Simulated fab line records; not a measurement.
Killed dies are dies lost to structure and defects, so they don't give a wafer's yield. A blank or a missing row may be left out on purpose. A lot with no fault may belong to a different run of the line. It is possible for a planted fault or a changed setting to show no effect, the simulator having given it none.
Code-filled problem report in 8D (eight disciplines) form ; flow sfq line ; the parts of the form that need people (team, actions taken, sign-off) are left out

== 1. THE ISSUE ==
Wafers without a fault read 213 s with a standard deviation of 7.1, while time to endpoint s at SFQ_TRILAYER_I1_CMP_CMP_046 averages 274 s across 2 wafers of 1 lot. That puts it +8.7 standard deviations away from the usual mean.
The step: polishes SiO2.
Seen first at day 31 06:48 on cmp-02, wafer L726.3. The record has a number at this step for 39 wafers belonging to 13 lots. Rule for "out", or "out of limits": more than 4 standard deviations from the usual mean. The other wafers with a number count as sound.

== 2. WHAT IT IS, WHAT IT ISN'T ==
question;is;is not
which readings at this step;time to endpoint s;motor current A
which lots;L726;L709, L710, L711, L712, L713, L714, L715, L716, L717, L718, L719, L732
which wafers of those lots;L726.3, L726.6;L726.1
read on which tools;cmp-02;cmp-01
when;from day 31 06:48;"up to then (33 sound wafers); but 4 sound wafers of L726, L732 came after"

== 3. WHAT RULES OUT EACH SUSPECT ==
Counting: any tool at a process step up to the reading remains a suspect provided it ran every lot that is out. Sound lots after the first of them don't rule it out here, since some wafers of a struck lot are sound.
- cmp-02 at SFQ_TRILAYER_I1_CMP_CMP_046 (polishes SiO2): kept. L726, the lot that is out, went through it at day 31 06:48; up to then, the latest sound lot through it was L719 at day 28 04:10. On those wafers its own readings are out: time to endpoint s.
- Within cmp-02 at SFQ_TRILAYER_I1_CMP_CMP_046: the wafers that are out ran in chambers 2, 3; their sound lot-mates ran in chamber 1.
Remaining after the count: cmp-02 at SFQ_TRILAYER_I1_CMP_CMP_046.

== 4. THE CAUSE (what the simulator had put in) ==
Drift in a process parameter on cmp-02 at SFQ_TRILAYER_I1_CMP_CMP_046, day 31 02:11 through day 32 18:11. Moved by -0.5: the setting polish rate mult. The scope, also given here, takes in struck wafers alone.
This tool alone remained once counting was done.

== 5. SEQUENCE OF EFFECTS, ordered by route ==
Rows list readings where the struck wafers' mean (over those with a number) sits beyond 3 standard deviations from the usual. Scope: only readings with a usual standard deviation given in the record; hours: median across lots of the time from each lot's start at the first step in this table that gives one to its start at this step; sigmas: change in usual standard deviations.
hours;step;reading;usual;on struck wafers;change;sigmas
0;SFQ_TRILAYER_I1_CMP_CMP_046;time to endpoint s;213 s;274;+62;+8.7
8;SFQ_TRILAYER_I1_METRO_MEASURE_047;thk nm;200.0 nm;303.6;+103.6;+99 or more
144;SFQ_TRILAYER_I1_VIA_ETCH_VIA_ETCH_052;oes product au;0.854 a.u.;1.008;+0.154;+31
The process steps in it:
- SFQ_TRILAYER_I1_CMP_CMP_046: polishes SiO2.
- SFQ_TRILAYER_I1_METRO_MEASURE_047
- SFQ_TRILAYER_I1_VIA_ETCH_VIA_ETCH_052: etches SiO2 in CHF3, stops on Nb, target depth 260 nm.
At these later measuring or inspecting steps, every struck wafer for which the step has a row has a number for every such reading, and none has moved that far: SFQ_I1_BOW_MEAS_912.

== 6. WHAT WOULD HAVE CAUGHT IT SOONER ==
In this record no reading fell out of limits until day 31 06:48, 5 hours after the fault had begun at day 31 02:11.
